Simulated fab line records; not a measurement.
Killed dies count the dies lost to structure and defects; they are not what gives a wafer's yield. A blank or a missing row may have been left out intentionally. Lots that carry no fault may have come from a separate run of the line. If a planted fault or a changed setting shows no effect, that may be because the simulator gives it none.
Matching of chambers | flow gf180mcu | GF_V3_CMP_04 on cmp-02: 4 sister chambers
The step polishes SiO2. 30 wafers are shown with their chamber, then 12 later ones without.

WAFERS, EACH WITH ITS CHAMBER
wafer  | chamber | motor-current-A (A) | time-to-endpoint-s (s)
L074.2 | 3       | 11.3                | 84
L074.3 | 2       | 11.8                | 81
L074.5 | 1       | 12.5                | 81
L075.1 | 0       | 11.5                | 81
L075.2 | 3       | 11.9                | 78
L075.3 | 2       | 12.0                | 83
L076.1 | 0       | 11.5                | 75
L076.3 | 1       | 12.6                | 70
L076.6 | 0       | 11.3                | 77
L077.2 | 0       | 11.6                | 82
L077.5 | 2       | 12.0                | 94
L077.6 | 1       | 12.5                | 83
L079.3 | 0       | 11.9                | 77
L079.5 | 2       | 11.7                | 87
L079.6 | 1       | 13.5                | 80
L081.3 | 0       | 11.7                | 80
L081.4 | 3       | 11.5                | 78
L081.6 | 0       | 11.2                | 79
L083.1 | 3       | 11.2                | 78
L083.2 | 2       | 11.8                | 77
L083.3 | 0       | 11.5                | 79
L084.1 | 1       | 13.0                | 80
L084.3 | 2       | 11.4                | 90
L084.4 | 3       | 11.9                | 85
L085.1 | 3       | 11.2                | 75
L085.5 | 2       | 12.2                | 82
L085.6 | 1       | 13.3                | 80
L089.2 | 3       | 11.7                | 69
L089.4 | 0       | 11.8                | 85
L089.5 | 2       | 12.1                | 84

SIGNATURES, as means of the wafers listed above
reading            | chamber 0 | chamber 1 | chamber 2 | chamber 3 | scatter within a chamber
motor-current-A    | 11.556    | 12.900    | 11.875    | 11.529    | 0.302
time-to-endpoint-s | 79.44     | 79.00     | 84.75     | 78.14     | 4.62
Rule: for each reading, subtract the chamber's mean from the wafer's reading, divide by that reading's scatter and square the result; add these up over the readings and take the root, which gives the wafer's distance from the chamber. If the next closest chamber is less than 2 further off than the closest, the wafer can't be placed; otherwise it belongs to the closest. The scatter: the root of (the sum of the squares of (reading less its chamber's mean) over the shown wafers, divided by (wafers less chambers)).

WAFERS MISSING THEIR CHAMBER
wafer  | motor-current-A (A) | time-to-endpoint-s (s)
L091.1 | 12.5                | 77
L091.4 | 12.1                | 88
L091.5 | 11.2                | 79
L092.4 | 12.9                | 74
L092.5 | 12.6                | 86
L092.6 | 12.2                | 86
L094.4 | 12.2                | 84
L094.5 | 11.3                | 83
L094.6 | 11.4                | 84
L096.1 | 11.3                | 76
L096.3 | 11.7                | 80
L096.4 | 11.8                | 81

EACH ONE'S CHAMBER
wafer  | from the rows above               | in truth
L091.1 | can't be placed: 1 or 2 or 0 or 3 | 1
L091.4 | can't be placed: 2 or 0 or 3      | 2
L091.5 | can't be placed: 3 or 0 or 2      | 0
L092.4 | 1                                 | 1
L092.5 | can't be placed: 1 or 2 or 0      | 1
L092.6 | can't be placed: 2 or 0 or 1 or 3 | 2
L094.4 | can't be placed: 2 or 0 or 1 or 3 | 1
L094.5 | can't be placed: 0 or 3 or 2      | 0
L094.6 | can't be placed: 0 or 3 or 2      | 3
L096.1 | can't be placed: 3 or 0 or 2      | 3
L096.3 | can't be placed: 0 or 3 or 2      | 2
L096.4 | can't be placed: 2 or 0 or 3      | 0
1 of 12 placed correctly. Unplaceable from these rows: 11, with the true chamber sitting among the candidates in 11. 0 placed wrongly.
